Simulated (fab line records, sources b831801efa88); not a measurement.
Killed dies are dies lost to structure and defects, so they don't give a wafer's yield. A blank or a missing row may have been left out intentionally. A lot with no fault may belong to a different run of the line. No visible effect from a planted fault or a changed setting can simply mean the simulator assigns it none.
fab line records | flow gf180mcu
record lots=24 wafers=72 last-day=34
route steps=602 shown V1@359 V4@499 MIM@504
lots that met no fault: from a run of the same line without faults
start-h: hours from the record's opening day to when the first of the lot's shown wafers began | wait-h: how many hours have passed since the lot's step before this one | " identical to the entry in the row above | L1.1+2: several wafers, shown together as one row | - no value, or no start was given | * or withheld: withheld | < > ~ a bound
route shown NAME@n: names a module that has steps shown in the file, with the first one's number in the route | usual: mean/standard deviation of fault-free wafers | same: alike in all rows | chamber/n: place in a boat | sites: per-site readings | _std_site: standard deviation of those values | _edge_site: mean of outer sites minus mean of inner sites | radius-mm: how far each site lies from the wafer's centre | mask NAME#n: copy n | behind: tool/chamber where the wafer was last shaped | hold: cause of the lot's hold/its duration in hours/its outcome | device: transistor that didn't switch, given as n, p or np | end of line: the route-end tests of the same wafers | where a step has no rows: the recipe by itself | killed: dies that structure and defects cost at the first sort, which is not the same as the wafer's yield | map: per-die view of a wafer (x killed, . not killed, _ where there is no die)
set.NAME: the setting as run; set.NAME@STEP: as run at that earlier step | model.NAME: the simulator's own value behind a step, which no gauge read
a sample of lots followed through the steps of the route, with each step as a table and each wafer as a row
services: when a tool's chamber went out of use (start-h, in hours from the record's first day, below 0 if earlier), for how many hours, and the reason
## steps
# step GF_V1_RS_MEAS_24
# recipe thk-meas-gauge=four-point-probe reads=W_of_V1_CVD_23+TiN_of_V1_SPUTTER_22+Ti_of_V1_SPUTTER_21
# usual V1_W_RS=0.324/0.0068
# columns lot.wafer tool chamber start-h wait-h V1_W_RS[ohm/sq]
L074.2 film-metro-02 - 414.66 0.1 0.330
L074.3 " - " " 0.322
L074.6 " - " " 0.327
L075.2 film-metro-03 - 418.11 0.1 0.314
L075.3 " - " " 0.315
L075.4 " - " " 0.328
L076.1 film-metro-03 - 429.50 0.1 0.327
L076.5 " - " " 0.317
L076.6 " - " " 0.331
L077.3 film-metro-02 - 438.50 0.1 0.326
L077.4 " - " " 0.318
L077.6 " - " " 0.313
L078.2 film-metro-03 - 448.19 0.1 0.332
L078.4 " - " " 0.328
L078.6 " - " " 0.320
L080.3 film-metro-01 - 470.68 0.1 0.322
L080.4 " - " " 0.332
L080.5 " - " " 0.323
L079.2 film-metro-03 - 471.63 0.1 0.329
L079.5 " - " " 0.331
L079.6 " - " " 0.315
L081.3 film-metro-03 - 479.88 0.1 0.330
L081.5 " - " " 0.327
L081.6 " - " " 0.315
L082.2 film-metro-02 - 487.26 0.1 0.327
L082.3 " - " " 0.325
L082.5 " - " " 0.314
L083.2 film-metro-01 - 501.70 0.1 0.327
L083.3 " - " " 0.328
L083.6 " - " " 0.320
L084.3 film-metro-01 - 511.56 0.1 0.321
L084.5 " - " " 0.330
L084.6 " - " " 0.322
L085.1 film-metro-02 - 520.90 0.1 0.328
L085.3 " - " " 0.313
L085.6 " - " " 0.326
L086.1 film-metro-02 - 525.58 0.1 0.325
L086.5 " - " " 0.326
L086.6 " - " " 0.309
L087.1 film-metro-02 - 539.38 0.1 0.332
L087.5 " - " " 0.315
L087.6 " - " " 0.331
L088.3 film-metro-03 - 540.48 0.1 0.325
L088.4 " - " " 0.330
L088.6 " - " " 0.333
L089.1 film-metro-03 - 553.25 0.1 0.331
L089.5 " - " " 0.334
L089.6 " - " " 0.315
L090.3 film-metro-01 - 565.59 0.1 0.328
L090.5 " - " " 0.330
L090.6 " - " " 0.319
L091.4 film-metro-03 - 570.36 0.1 0.325
L091.5 " - " " 0.326
L091.6 " - " " 0.313
L092.3 film-metro-03 - 575.69 0.1 0.333
L092.4 " - " " 0.320
L092.6 " - " " 0.332
L094.2 film-metro-03 - 583.25 0.1 0.315
L094.5 " - " " 0.316
L094.6 " - " " 0.330
L093.1 film-metro-03 - 588.67 0.1 0.325
L093.3 " - " " 0.332
L093.5 " - " " 0.329
L095.2 film-metro-03 - 594.38 0.1 0.326
L095.5 " - " " 0.324
L095.6 " - " " 0.313
L096.1 film-metro-03 - 604.19 0.1 0.335
L096.4 " - " " 0.336
L096.5 " - " " 0.327
L097.1 film-metro-02 - 608.40 0.1 0.322
L097.4 " - " " 0.327
L097.5 " - " " 0.325
# step GF_V4_CVD_23
# recipe material=W target-thk-nm=350 time-s=104.9 temp-c=400 pressure-torr=40
# usual chamber-pressure-Torr=40.00/0.097 heater-power-w=882/53 susceptor-temp-C=399.98/0.21
# columns lot.wafer tool chamber start-h wait-h chamber-pressure-Torr heater-power-w susceptor-temp-C
L074.2 cvd-w-01 1 569.11 0.0 39.89 925 400.16
L074.3 " 1 " " 39.86 920 400.26
L074.6 " 0 " " 39.82 924 400.13
L075.2 cvd-w-02 0 569.11 0.0 39.97 814 399.98
L075.3 " 0 " " 39.93 791 400.13
L075.4 " 1 " " 39.88 888 399.74
L076.1 cvd-w-02 0 578.29 0.0 40.09 802 399.86
L076.5 " 1 " " 39.97 863 399.91
L076.6 " 0 " " 39.96 807 400.00
L077.3 cvd-w-02 0 586.97 0.1 40.07 783 400.24
L077.4 " 1 " " 40.00 918 400.13
L077.6 " 1 " " 39.98 894 400.17
L078.2 cvd-w-01 0 595.23 0.0 40.04 938 399.79
L078.4 " 0 " " 39.90 903 400.20
L078.6 " 0 " " 39.98 918 400.08
L080.3 cvd-w-01 0 615.18 0.1 40.03 929 399.63
L080.4 " 1 " " 40.07 943 400.06
L080.5 " 0 " " 39.94 903 399.70
L079.2 cvd-w-01 1 617.05 0.0 39.95 935 399.67
L079.5 " 1 " " 40.06 945 400.07
L079.6 " 0 " " 39.95 962 399.88
L081.3 cvd-w-02 1 623.85 0.1 39.95 902 399.89
L081.5 " 0 " " 39.88 789 400.02
L081.6 " 1 " " 40.01 894 399.95
L082.2 cvd-w-02 0 628.00 0.0 40.00 803 399.92
L082.3 " 0 " " 40.15 820 399.85
L082.5 " 0 " " 39.92 816 399.91
L083.2 cvd-w-02 1 643.17 0.0 40.09 916 399.87
L083.3 " 1 " " 39.89 892 399.57
L083.6 " 1 " " 39.90 889 399.92
L084.3 cvd-w-02 0 649.89 0.1 40.05 789 399.71
L084.5 " 0 " " 40.24 805 399.86
L084.6 " 1 " " 40.04 878 400.13
L085.1 cvd-w-01 1 656.96 0.0 40.06 913 400.16
L085.3 " 1 " " 39.97 932 400.08
L085.6 " 0 " " 40.20 922 399.87
L086.1 cvd-w-02 1 662.90 0.0 40.11 887 399.62
L086.5 " 0 " " 39.96 822 399.97
L086.6 " 1 " " 40.16 886 400.07
L087.1 cvd-w-02 0 672.32 0.0 40.17 784 400.12
L087.5 " 1 " " 40.04 894 400.00
L087.6 " 0 " " 40.07 806 399.78
L088.3 cvd-w-01 0 673.92 0.1 39.89 962 399.95
L088.4 " 1 " " 40.22 924 399.87
L088.6 " 1 " " 40.07 918 399.84
L089.1 cvd-w-01 0 685.83 0.0 40.20 927 399.86
L089.5 " 1 " " 40.04 920 400.01
L089.6 " 0 " " 40.24 924 400.14
L090.3 cvd-w-01 0 695.86 0.1 40.01 927 399.69
L090.5 " 1 " " 39.99 939 399.86
L090.6 " 0 " " 40.17 927 399.66
L091.4 cvd-w-02 1 701.63 0.1 40.00 900 400.24
L091.5 " 1 " " 39.93 912 400.28
L091.6 " 0 " " 40.17 796 400.15
L092.3 cvd-w-02 0 706.37 0.1 39.96 823 400.23
L092.4 " 1 " " 40.02 884 399.78
L092.6 " 1 " " 39.92 903 399.98
L094.2 cvd-w-01 0 710.86 0.0 40.10 931 400.18
L094.5 " 0 " " 40.06 950 399.87
L094.6 " 1 " " 39.94 908 400.15
L093.1 cvd-w-02 1 716.15 0.0 39.85 897 399.86
L093.3 " 0 " " 40.00 794 399.80
L093.5 " 1 " " 39.90 877 400.03
L095.2 cvd-w-02 1 721.06 0.0 39.85 904 399.88
L095.5 " 0 " " 40.09 792 399.81
L095.6 " 1 " " 39.99 892 399.93
L096.1 cvd-w-02 0 729.38 0.0 39.94 819 400.01
L096.4 " 0 " " 39.99 789 399.89
L096.5 " 1 " " 39.88 897 400.22
L097.1 cvd-w-01 0 731.60 0.0 39.98 943 400.13
L097.4 " 0 " " 40.14 936 400.05
L097.5 " 0 " " 40.07 938 400.09
# step GF_MIM_SPUTTER_01
# recipe material=TiN target-thk-nm=30 power-w=6500 time-s=25 chamber-pressure-pa=0.4
# usual throttle-valve-pct=30.6/0.99
# columns lot.wafer tool chamber start-h wait-h throttle-valve-pct
L074.2 pvd-sputter-02 - 569.80 0.1 29.9
L074.3 " - " " 28.8
L074.6 " - " " 30.6
L075.2 pvd-sputter-03 - 569.81 0.1 29.1
L075.3 " - " " 29.2
L075.4 " - " " 30.5
L076.1 pvd-sputter-01 - 578.99 0.1 30.6
L076.5 " - " " 30.4
L076.6 " - " " 30.7
L077.3 pvd-sputter-03 - 587.63 0.1 29.2
L077.4 " - " " 30.9
L077.6 " - " " 29.5
L078.2 pvd-sputter-01 - 595.92 0.1 32.7
L078.4 " - " " 30.5
L078.6 " - " " 32.6
L080.3 pvd-sputter-01 - 615.84 0.1 30.7
L080.4 " - " " 30.6
L080.5 " - " " 30.8
L079.2 pvd-sputter-01 - 617.74 0.1 30.8
L079.5 " - " " 31.0
L079.6 " - " " 32.7
L081.3 pvd-sputter-01 - 624.51 0.1 30.5
L081.5 " - " " 30.4
L081.6 " - " " 30.5
L082.2 pvd-sputter-03 - 628.69 0.1 29.3
L082.3 " - " " 29.3
L082.5 " - " " 29.4
L083.2 pvd-sputter-01 - 643.86 0.1 30.8
L083.3 " - " " 30.7
L083.6 " - " " 30.6
L084.3 pvd-sputter-02 - 650.55 0.1 28.5
L084.5 " - " " 29.9
L084.6 " - " " 30.4
L085.1 pvd-sputter-02 - 657.65 0.1 31.2
L085.3 " - " " 29.7
L085.6 " - " " 30.2
L086.1 pvd-sputter-01 - 663.59 0.1 30.5
L086.5 " - " " 30.4
L086.6 " - " " 30.4
L087.1 pvd-sputter-01 - 673.01 0.1 30.9
L087.5 " - " " 30.6
L087.6 " - " " 30.5
L088.3 pvd-sputter-03 - 674.58 0.1 31.5
L088.4 " - " " 30.9
L088.6 " - " " 29.2
L089.1 pvd-sputter-02 - 686.52 0.1 29.9
L089.5 " - " " 30.3
L089.6 " - " " 30.8
L090.3 pvd-sputter-01 - 696.51 0.1 30.5
L090.5 " - " " 30.5
L090.6 " - " " 30.6
L091.4 pvd-sputter-03 - 702.28 0.1 29.4
L091.5 " - " " 30.6
L091.6 " - " " 31.5
L092.3 pvd-sputter-02 - 707.03 0.1 29.8
L092.4 " - " " 28.8
L092.6 " - " " 29.7
L094.2 pvd-sputter-01 - 711.55 0.1 32.8
L094.5 " - " " 32.5
L094.6 " - " " 30.7
L093.1 pvd-sputter-01 - 716.84 0.1 30.6
L093.3 " - " " 30.7
L093.5 " - " " 30.8
L095.2 pvd-sputter-01 - 721.76 0.1 30.3
L095.5 " - " " 30.9
L095.6 " - " " 30.8
L096.1 pvd-sputter-03 - 730.08 0.1 29.1
L096.4 " - " " 31.3
L096.5 " - " " 31.3
L097.1 pvd-sputter-03 - 732.40 0.1 30.9
L097.4 " - " " 29.4
L097.5 " - " " 31.7
# step GF_MIM_CVD_05
# recipe material=Si3N4 target-thk-nm=42 temp-max-c=400 temp-c=385 time-s=29.086 rf-w=450
# usual heater-power-w=619/67 susceptor-temp-C=385.00/0.22
# columns lot.wafer tool chamber start-h wait-h heater-power-w susceptor-temp-C
L074.2 pecvd-02 0 569.92 0.0 567 385.37
L074.3 " 2 " " 687 384.88
L074.6 " 1 " " 590 385.04
L075.2 pecvd-01 2 569.93 0.0 562 384.70
L075.3 " 0 " " 644 384.93
L075.4 " 1 " " 746 384.65
L076.1 pecvd-01 2 579.11 0.0 586 385.30
L076.5 " 2 " " 586 385.08
L076.6 " 1 " " 813 385.11
L077.3 pecvd-01 1 587.75 0.0 658 385.18
L077.4 " 0 " " 622 384.86
L077.6 " 2 " " 593 384.96
L078.2 pecvd-02 2 596.04 0.0 601 385.12
L078.4 " 2 " " 573 385.41
L078.6 " 1 " " 632 385.31
L080.3 pecvd-02 0 615.96 0.0 556 384.86
L080.4 " 1 " " 614 385.29
L080.5 " 0 " " 534 384.64
L079.2 pecvd-02 0 617.86 0.0 619 385.09
L079.5 " 0 " " 580 385.05
L079.6 " 1 " " 637 385.07
L081.3 pecvd-02 1 624.63 0.0 555 384.86
L081.5 " 0 " " 604 385.04
L081.6 " 1 " " 571 385.00
L082.2 pecvd-03 0 628.81 0.0 557 384.70
L082.3 " 1 " " 556 385.10
L082.5 " 1 " " 558 385.00
L083.2 pecvd-03 1 643.98 0.0 617 385.28
L083.3 " 0 " " 579 385.20
L083.6 " 0 " " 586 384.95
L084.3 pecvd-01 2 650.67 0.0 590 385.23
L084.5 " 1 " " 707 384.73
L084.6 " 0 " " 552 385.43
L085.1 pecvd-02 2 657.78 0.0 680 385.10
L085.3 " 0 " " 613 384.74
L085.6 " 1 " " 559 385.19
L086.1 pecvd-01 1 663.71 0.0 760 384.96
L086.5 " 0 " " 591 384.66
L086.6 " 1 " " 747 384.97
L087.1 pecvd-02 2 673.13 0.0 661 385.14
L087.5 " 0 " " 513 384.94
L087.6 " 1 " " 651 385.06
L088.3 pecvd-02 1 674.70 0.0 537 384.96
L088.4 " 2 " " 644 384.68
L088.6 " 0 " " 546 384.94
L089.1 pecvd-02 0 686.64 0.0 567 385.28
L089.5 " 1 " " 528 385.19
L089.6 " 2 " " 675 385.13
L090.3 pecvd-03 1 696.63 0.0 539 385.28
L090.5 " 0 " " 635 384.86
L090.6 " 2 " " 540 385.00
L091.4 pecvd-01 2 702.42 0.0 638 384.79
L091.5 " 1 " " 639 385.34
L091.6 " 0 " " 636 384.72
L092.3 pecvd-01 1 707.15 0.0 814 384.85
L092.4 " 0 " " 641 384.86
L092.6 " 2 " " 628 385.29
L094.2 pecvd-01 1 711.67 0.0 790 385.10
L094.5 " 2 " " 570 384.91
L094.6 " 1 " " 783 384.96
L093.1 pecvd-01 2 716.96 0.0 572 384.56
L093.3 " 0 " " 632 384.40
L093.5 " 2 " " 554 384.48
L095.2 pecvd-02 0 721.88 0.0 527 384.75
L095.5 " 2 " " 686 385.27
L095.6 " 0 " " 539 385.06
L096.1 pecvd-03 1 730.20 0.0 629 385.08
L096.4 " 0 " " 661 384.91
L096.5 " 1 " " 635 385.11
L097.1 pecvd-03 2 732.52 0.0 562 384.84
L097.4 " 1 " " 585 385.21
L097.5 " 0 " " 645 384.93
# step GF_MIM_RS_MEAS_10
# recipe thk-meas-gauge=four-point-probe reads=TiN_of_MIM_SPUTTER_09+AlCu_of_MIM_SPUTTER_08+TiN_of_MIM_SPUTTER_07
# usual MIM_ALCU_RS=0.1605/0.0018
# columns lot.wafer tool chamber start-h wait-h MIM_ALCU_RS[ohm/sq]
L074.2 film-metro-04 - 570.14 0.0 0.1591
L074.3 " - " " 0.1596
L074.6 " - " " 0.1588
L075.2 film-metro-03 - 570.14 0.0 0.1579
L075.3 " - " " 0.1601
L075.4 " - " " 0.1591
L076.1 film-metro-03 - 579.30 0.0 0.1583
L076.5 " - " " 0.1586
L076.6 " - " " 0.1595
L077.3 film-metro-03 - 587.98 0.1 0.1585
L077.4 " - " " 0.1599
L077.6 " - " " 0.1595
L078.2 film-metro-03 - 596.26 0.0 0.1615
L078.4 " - " " 0.1595
L078.6 " - " " 0.1607
L080.3 film-metro-03 - 616.19 0.1 0.1616
L080.4 " - " " 0.1650
L080.5 " - " " 0.1642
L079.2 film-metro-03 - 618.07 0.0 0.1629
L079.5 " - " " 0.1620
L079.6 " - " " 0.1616
L081.3 film-metro-01 - 624.86 0.1 0.1593
L081.5 " - " " 0.1591
L081.6 " - " " 0.1614
L082.2 film-metro-04 - 629.05 0.0 0.1595
L082.3 " - " " 0.1605
L082.5 " - " " 0.1604
L083.2 film-metro-04 - 644.19 0.0 0.1631
L083.3 " - " " 0.1640
L083.6 " - " " 0.1623
L084.3 film-metro-03 - 650.90 0.1 0.1579
L084.5 " - " " 0.1578
L084.6 " - " " 0.1589
L085.1 film-metro-04 - 658.11 0.2 0.1610
L085.3 " - " " 0.1607
L085.6 " - " " 0.1607
L086.1 film-metro-03 - 663.91 0.0 0.1606
L086.5 " - " " 0.1613
L086.6 " - " " 0.1617
L087.1 film-metro-04 - 673.33 0.0 0.1614
L087.5 " - " " 0.1605
L087.6 " - " " 0.1586
L088.3 film-metro-03 - 674.93 0.1 0.1592
L088.4 " - " " 0.1594
L088.6 " - " " 0.1607
L089.1 film-metro-04 - 686.83 0.0 0.1623
L089.5 " - " " 0.1619
L089.6 " - " " 0.1617
L090.3 film-metro-03 - 696.87 0.1 0.1569
L090.5 " - " " 0.1584
L090.6 " - " " 0.1597
L091.4 film-metro-01 - 702.66 0.1 0.1577
L091.5 " - " " 0.1625
L091.6 " - " " 0.1610
L092.3 film-metro-04 - 707.38 0.1 0.1590
L092.4 " - " " 0.1580
L092.6 " - " " 0.1598
L094.2 film-metro-01 - 711.89 0.0 0.1636
L094.5 " - " " 0.1618
L094.6 " - " " 0.1609
L093.1 film-metro-01 - 717.16 0.0 0.1605
L093.3 " - " " 0.1597
L093.5 " - " " 0.1598
L095.2 film-metro-01 - 722.09 0.0 0.1615
L095.5 " - " " 0.1626
L095.6 " - " " 0.1640
L096.1 film-metro-04 - 730.39 0.0 0.1632
L096.4 " - " " 0.1632
L096.5 " - " " 0.1643
L097.1 film-metro-04 - 732.71 0.0 0.1606
L097.4 " - " " 0.1600
L097.5 " - " " 0.1599
# step GF_MIM_STRIP_20
# recipe chemistry=O2/N2 power-w=1400 pressure-mtorr=1500 platen-temp-c=250 o2-flow-sccm=3000 n2-flow-sccm=300 overash-fraction=0.5
# usual drypump-motor-current-A=5.6/0.49 heater-power-w=348/26 o2-flow-sccm=2998/9 oes-product-au=0.693/0.0049 strip-time-to-endpoint-s=11.23/0.038
# columns lot.wafer tool chamber start-h wait-h drypump-motor-current-A heater-power-w o2-flow-sccm oes-product-au rf-hours-counter-h strip-time-to-endpoint-s
L074.2 plasma-asher-01 1 591.90 0.0 5.8 333 3014 0.689 18 11.20
L074.3 " 1 " " 5.8 347 3009 0.696 - 11.21
L074.6 " 1 " " 5.7 346 3015 0.682 - 11.22
L075.2 plasma-asher-02 0 592.06 0.0 6.1 383 2998 0.693 49 11.18
L075.3 " 0 " " 6.1 393 2994 0.679 - 11.19
L075.4 " 1 " " 5.1 334 2996 0.686 - 11.19
L076.1 plasma-asher-02 1 600.60 0.0 5.1 334 2990 0.699 50 11.22
L076.5 " 0 " " 6.1 391 2998 0.689 - 11.24
L076.6 " 1 " " 5.1 345 2996 0.697 - 11.24
L077.3 plasma-asher-01 1 609.00 0.1 5.8 339 2985 0.700 - 11.27
L077.4 " 0 " " 6.1 351 3006 0.687 - 11.25
L077.6 " 0 " " 6.1 346 2999 0.696 - 11.28
L078.2 plasma-asher-03 0 617.18 0.0 5.9 343 3004 0.689 85 11.25
L078.4 " 0 " " 5.9 341 3020 0.697 - 11.22
L078.6 " 1 " " 4.7 301 3001 0.697 - 11.23
L080.3 plasma-asher-01 0 636.80 0.1 6.1 353 2996 0.699 - 11.21
L080.4 " 1 " " 5.8 339 2981 0.696 - 11.29
L080.5 " 1 " " 5.8 340 2998 0.702 - 11.22
L079.2 plasma-asher-01 1 638.28 0.0 5.7 345 3001 0.692 23 11.24
L079.5 " 1 " " 5.7 352 2997 0.698 - 11.21
L079.6 " 0 " " 6.1 341 2988 0.693 - 11.22
L081.3 plasma-asher-02 1 644.90 0.1 5.1 353 3003 0.693 - 11.21
L081.5 " 0 " " 6.1 387 3011 0.686 - 11.20
L081.6 " 1 " " 5.1 345 2996 0.693 - 11.24
L082.2 plasma-asher-01 0 648.65 0.0 6.1 343 2988 0.692 25 11.24
L082.3 " 0 " " 6.1 348 2987 0.690 - 11.27
L082.5 " 1 " " 5.8 354 2986 0.694 - 11.24
L083.2 plasma-asher-03 1 663.33 0.0 4.7 303 2997 0.685 90 11.21
L083.3 " 1 " " 4.7 305 3000 0.685 - 11.18
L083.6 " 1 " " 4.7 302 2999 0.691 - 11.16
L084.3 plasma-asher-02 0 669.41 0.1 6.1 382 2978 0.685 - 11.17
L084.5 " 1 " " 5.1 346 2990 0.694 - 11.21
L084.6 " 0 " " 6.1 401 2992 0.687 - 11.19
L085.1 plasma-asher-02 0 677.03 0.0 6.1 392 3002 0.692 57 11.13
L085.3 " 1 " " 5.2 336 2997 0.689 - 11.16
L085.6 " 1 " " 5.1 343 2995 0.691 - 11.16
L086.1 plasma-asher-02 1 682.95 0.0 5.1 346 3007 0.699 58 11.29
L086.5 " 0 " " 6.1 383 2997 0.695 - 11.30
L086.6 " 1 " " 5.1 345 3003 0.686 - 11.26
L087.1 plasma-asher-03 1 692.28 0.0 4.7 300 2988 0.697 93 11.21
L087.5 " 1 " " 4.7 298 2999 0.699 - 11.26
L087.6 " 0 " " 6.0 341 3008 0.686 - 11.24
L088.3 plasma-asher-03 1 694.07 0.1 4.7 301 2991 0.693 - 11.18
L088.4 " 0 " " 5.9 339 3005 0.684 - 11.15
L088.6 " 1 " " 4.7 304 2988 0.689 - 11.20
L089.1 plasma-asher-01 1 705.17 0.1 5.7 350 3008 0.695 30 11.23
L089.5 " 1 " " 5.7 345 3002 0.696 - 11.27
L089.6 " 0 " " 6.1 361 3002 0.693 - 11.25
L090.3 plasma-asher-01 0 715.54 0.1 6.1 354 3002 0.703 - 11.26
L090.5 " 0 " " 6.1 347 3006 0.690 - 11.22
L090.6 " 1 " " 5.7 343 3000 0.689 - 11.25
L091.4 plasma-asher-02 1 720.54 0.1 5.1 347 2986 0.686 - 11.23
L091.5 " 0 " " 6.1 393 3000 0.687 - 11.27
L091.6 " 1 " " 5.2 345 2989 0.699 - 11.26
L092.3 plasma-asher-01 1 725.33 0.1 5.7 345 2975 0.691 - 11.30
L092.4 " 0 " " 6.1 352 2983 0.701 - 11.28
L092.6 " 0 " " 6.1 355 2987 0.693 - 11.27
L094.2 plasma-asher-02 0 729.38 0.0 6.1 390 2993 0.690 63 11.16
L094.5 " 1 " " 5.1 342 3004 0.688 - 11.21
L094.6 " 0 " " 6.1 394 2993 0.692 - 11.20
L093.1 plasma-asher-02 0 734.87 0.1 6.1 393 3012 0.696 64 11.28
L093.3 " 1 " " 5.1 342 3011 0.702 - 11.22
L093.5 " 1 " " 5.1 338 3027 0.692 - 11.28
L095.2 plasma-asher-03 0 739.25 0.1 6.0 347 2988 0.696 99 11.26
L095.5 " 1 " " 4.7 307 2998 0.686 - 11.22
L095.6 " 0 " " 5.9 334 2993 0.690 - 11.23
L096.1 plasma-asher-01 0 747.47 0.1 6.1 351 3001 0.701 33 11.22
L096.4 " 0 " " 6.0 351 3007 0.688 - 11.24
L096.5 " 1 " " 5.7 344 2989 0.695 - 11.25
L097.1 plasma-asher-03 1 749.95 0.0 4.7 300 2997 0.693 100 11.24
L097.4 " 0 " " 5.9 349 2995 0.697 - 11.21
L097.5 " 1 " " 4.7 303 2983 0.698 - 11.20
## services
# columns tool chamber start-h hours kind
pvd-sputter-03 - 546.01 3.2 repair
plasma-asher-03 - 556.71 14.6 pm
pvd-sputter-03 - 574.42 1.6 repair
pvd-sputter-01 3 589.88 - consumable-replace:kit
pvd-sputter-01 3 589.88 18.0 scheduled-down
pvd-sputter-01 3 589.88 18.0 vent-cycle
pecvd-03 - 591.12 14.0 pm
cvd-w-01 - 593.45 1.2 repair
pvd-sputter-03 - 594.66 24.6 repair
plasma-asher-02 - 623.78 0.6 repair
plasma-asher-02 - 625.72 2.8 pm
pvd-sputter-03 2 636.31 - consumable-replace:kit
pvd-sputter-03 2 636.31 18.0 scheduled-down
pvd-sputter-02 - 647.36 2.6 repair
pecvd-01 - 674.22 28.1 pm
cvd-w-01 - 698.31 6.0 pm
pecvd-03 - 717.61 2.8 pm
pvd-sputter-01 2 719.08 - consumable-replace:kit
pvd-sputter-01 2 719.08 18.0 scheduled-down
pvd-sputter-01 2 719.08 18.0 vent-cycle
cvd-w-02 - 725.51 2.8 pm
cvd-w-01 1 726.52 10.7 repair
plasma-asher-01 - 726.89 14.6 pm
cvd-w-01 0 748.30 18.3 repair
## key
fault none
